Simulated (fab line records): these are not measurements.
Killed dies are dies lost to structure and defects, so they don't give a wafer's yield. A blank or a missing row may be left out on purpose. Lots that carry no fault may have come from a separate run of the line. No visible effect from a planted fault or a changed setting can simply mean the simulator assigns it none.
Which tool was responsible? ; flow sky130 ; 10 lots with 30 wafers sampled at 5 steps, on a route of 708 steps

WHAT THE GAUGES READ, wafer by wafer
SKY_CONTACT_THK_MEAS_01. Usual: CONTACT_CVD_00_THK typically reads 74.8 nm, with standard deviation 0.94.
lot;measured;on;CONTACT_CVD_00_THK (nm);flag
L812;day 29 23:04;film_metro-03;75.4 76.1 76.4;
L813;day 30 12:41;film_metro-04;74.4 76.1 75.4;
L815;day 30 19:18;film_metro-04;73.6 74.4 74.1;
L816;day 31 08:38;film_metro-03;76.0 76.2 75.7;
L817;day 32 22:25;film_metro-02;73.4 72.9 74.4;
L822;day 33 14:05;film_metro-03;74.6 74.3 75.3;
L824;day 34 00:41;film_metro-02;73.6 75.2 75.5;
L833;day 36 18:51;film_metro-02;75.4 74.8 74.2;
L834;day 37 06:13;film_metro-03;73.2 75.5 74.7;
L835;day 37 15:38;film_metro-04;72.9 74.2 75.0;

SKY_METAL1_RS_MEAS_05: a four-point-probe measurement. Usual: METAL1_ALCU_RS typically reads 0.1263 ohm/sq, with standard deviation 0.0015.
lot;measured;on;METAL1_ALCU_RS (ohm/sq);flag
L812;day 31 05:21;film_metro-02;0.1241 0.1258 0.1253;
L813;day 31 19:16;film_metro-03;0.1259 0.1248 0.1268;
L815;day 32 01:26;film_metro-03;0.1288 0.1276 0.1291;
L816;day 32 13:55;film_metro-02;0.1281 0.1268 0.1259;
L817;day 34 03:23;film_metro-01;0.1254 0.1258 0.1260;
L822;day 34 19:50;film_metro-01;0.1289 0.1305 0.1299;
L824;day 35 05:22;film_metro-01;0.1276 0.1271 0.1266;
L833;day 37 22:41;film_metro-01;0.1716 0.1280 0.1279;OFF
L834;day 38 10:47;film_metro-03;0.1263 0.1676 0.1263;OFF
L835;day 38 19:55;film_metro-03;0.1227 0.1224 0.1223;

SKY_METAL1_THK_MEAS_06: measures by xrf. Usual: METAL1_ALCU_THK typically reads 248 nm, with standard deviation 3.2.
lot;measured;on;METAL1_ALCU_THK (nm);flag
L812;day 31 05:28;film_metro-02;250 248 247;
L813;day 31 19:23;film_metro-03;250 253 249;
L815;day 32 01:33;film_metro-03;243 245 242;
L816;day 32 14:00;film_metro-02;241 245 245;
L817;day 34 03:31;film_metro-01;249 250 250;
L822;day 34 19:57;film_metro-01;243 242 243;
L824;day 35 05:28;film_metro-01;245 247 247;
L833;day 37 22:49;film_metro-01;187 246 246;OFF
L834;day 38 10:53;film_metro-03;247 189 249;OFF
L835;day 38 20:01;film_metro-03;255 257 255;

WHAT TOOL EACH LOT RAN ON (gives the tool, then ch and the chambers of the sampled wafers, and finally the start)
lot;SKY_CONTACT_CVD_00;SKY_METAL1_SPUTTER_02
L812;pecvd-03 ch 1,2, day 29 23:02;pvd_sputter-02, day 31 05:14
L813;pecvd-02 ch 0,2, day 30 12:38;pvd_sputter-03, day 31 19:10
L815;pecvd-02 ch 1,2, day 30 19:16;pvd_sputter-01, day 32 01:20
L816;pecvd-03 ch 0,1,2, day 31 08:35;pvd_sputter-02, day 32 13:46
L817;pecvd-01 ch 0,2, day 32 22:23;pvd_sputter-02, day 34 03:18
L822;pecvd-03 ch 0,1,2, day 33 14:02;pvd_sputter-02, day 34 19:44
L824;pecvd-01 ch 0,1, day 34 00:38;pvd_sputter-02, day 35 05:14
L833;pecvd-01 ch 0,1,2, day 36 18:49;pvd_sputter-02, day 37 22:36
L834;pecvd-02 ch 1, day 37 06:10;pvd_sputter-02, day 38 10:40
L835;pecvd-03 ch 0,1, day 37 15:35;pvd_sputter-03, day 38 19:48
- SKY_CONTACT_CVD_00: deposits Si3N4, target thk 75 nm.
- SKY_METAL1_SPUTTER_02: material AlCu, target thk 250 nm, time 13.3 s.

WHAT THE TOOLS THEMSELVES READ (means of the sampled wafers that have a number; where no wafer has one, the mark that the record gives instead)
SKY_CONTACT_CVD_00. Usual: heater_power_w 724 W, standard deviation 74; susceptor_temp_C 400.00 C, standard deviation 0.19.
lot;tool;heater_power_w (W);susceptor_temp_C (C);flag
L812;pecvd-03;642;399.94;
L813;pecvd-02;745;400.07;
L815;pecvd-02;751;399.93;
L816;pecvd-03;698;399.91;
L817;pecvd-01;622;400.02;
L822;pecvd-03;679;400.00;
L824;pecvd-01;787;399.86;
L833;pecvd-01;691;400.02;
L834;pecvd-02;756;399.96;
L835;pecvd-03;721;399.98;

SKY_METAL1_SPUTTER_02. Usual: 30.0 % for throttle_valve_pct, sd 1.
lot;tool;throttle_valve_pct (%);flag
L812;pvd_sputter-02;29.9;
L813;pvd_sputter-03;30.5;
L815;pvd_sputter-01;28.8;
L816;pvd_sputter-02;29.8;
L817;pvd_sputter-02;30.5;
L822;pvd_sputter-02;30.2;
L824;pvd_sputter-02;29.9;
L833;pvd_sputter-02;29.7;
L834;pvd_sputter-02;30.0;
L835;pvd_sputter-03;30.2;

THE ANSWER, worked out from the rows above alone
Rule: lot off if the mean of its wafers having a number is beyond 3 standard deviations from the usual mean. Also off: a lot with no number at a reading for which 4 or more lots have one. The other lots that the step has rows for count as sound. The gauges are gone through in route order, then the tools' own readings, and for those a lot's mean is taken as printed above. At the first step where some lot is off, the reading lying furthest off is the one used; lots without a number count as furthest.
Off: L833, L834, seen at SKY_METAL1_RS_MEAS_05 (METAL1_ALCU_RS).
A tool fits if, at a process step before that reading, it ran every lot that is off, and no sound lot after the first of them. The gauges at SKY_METAL1_RS_MEAS_05 are tried like those tools. One fits: SKY_METAL1_SPUTTER_02 on pvd_sputter-02. Its last sound lot is L824 (day 35 05:14), its first lot that is off L833 (day 37 22:36): a fault that began between those two fits.

WHAT HAD BEEN PUT IN BY THE SIMULATOR
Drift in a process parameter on pvd_sputter-02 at SKY_METAL1_SPUTTER_02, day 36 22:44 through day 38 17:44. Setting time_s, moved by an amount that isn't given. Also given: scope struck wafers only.
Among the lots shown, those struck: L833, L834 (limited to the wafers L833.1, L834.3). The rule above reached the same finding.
